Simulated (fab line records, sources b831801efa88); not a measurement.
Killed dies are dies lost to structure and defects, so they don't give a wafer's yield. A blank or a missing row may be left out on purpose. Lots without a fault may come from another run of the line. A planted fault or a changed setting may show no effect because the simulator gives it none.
Chamber matching | flow sfq_line | SFQ_TRILAYER_I1_VIA_BARC_OPEN_VIA_ETCH_071 on rie_diel-02: 4 sister chambers
The step etches BARC in O2, target depth 125 nm, time 41.7 s. 16 wafers are shown with their chamber, then 8 later ones without.

WAFERS WITH THEIR CHAMBER
wafer  | chamber | chamber_pressure_mTorr (mTorr) | oes_product_au (a.u.)
L846.1 | 3       | 30.01                          | 0.691
L846.5 | 0       | 29.99                          | 0.690
L846.6 | 1       | 29.97                          | 0.691
L851.1 | 1       | 30.00                          | 0.679
L851.4 | 3       | 30.01                          | 0.683
L851.6 | 1       | 29.97                          | 0.691
L852.1 | 1       | 29.95                          | 0.681
L852.2 | 0       | 29.95                          | 0.696
L852.4 | 2       | 30.01                          | 0.693
L854.1 | 3       | 29.99                          | 0.687
L854.4 | 1       | 30.01                          | 0.689
L854.5 | 1       | 29.99                          | 0.688
L857.1 | 2       | 30.01                          | 0.680
L857.2 | 1       | 30.02                          | 0.686
L857.6 | 3       | 30.02                          | 0.690
L858.1 | 0       | 30.04                          | 0.682

SIGNATURES (means of the wafers above)
reading                | chamber 0 | chamber 1 | chamber 2 | chamber 3 | scatter within a chamber
chamber_pressure_mTorr | 29.9933   | 29.9871   | 30.0100   | 30.0075   | 0.0263
oes_product_au         | 0.68933   | 0.68643   | 0.68650   | 0.68775   | 0.00546
Rule: a wafer's distance from a chamber is the root of the sum, over the readings, of the square of ((its reading less the chamber's mean) divided by the reading's scatter). The wafer belongs to the nearest chamber; if the next one is less than 2 further off, it can't be placed. The scatter: the root of (the sum of the squares of (reading less its chamber's mean) over the shown wafers, divided by (wafers less chambers)).

WAFERS WITHOUT THEIR CHAMBER
wafer  | chamber_pressure_mTorr (mTorr) | oes_product_au (a.u.)
L858.3 | 30.03                          | 0.691
L858.6 | 29.98                          | 0.684
L860.2 | 30.02                          | 0.682
L860.4 | 30.01                          | 0.690
L860.6 | 29.98                          | 0.677
L861.4 | 30.00                          | 0.689
L861.5 | 30.00                          | 0.688
L861.6 | 29.96                          | 0.683

WHICH CHAMBER EACH WENT THROUGH
wafer  | from the rows above               | in truth
L858.3 | can't be placed: 3 or 2 or 0 or 1 | 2
L858.6 | can't be placed: 1 or 0 or 2 or 3 | 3
L860.2 | can't be placed: 2 or 3 or 1 or 0 | 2
L860.4 | can't be placed: 3 or 2 or 0 or 1 | 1
L860.6 | can't be placed: 1 or 2 or 3 or 0 | 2
L861.4 | can't be placed: 0 or 3 or 2 or 1 | 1
L861.5 | can't be placed: 3 or 0 or 2 or 1 | 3
L861.6 | can't be placed: 1 or 0 or 3 or 2 | 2
Placed correctly: 0 of 8. Can't be placed from these rows: 8 (the true chamber is among the candidates in 8). Placed wrongly: 0.
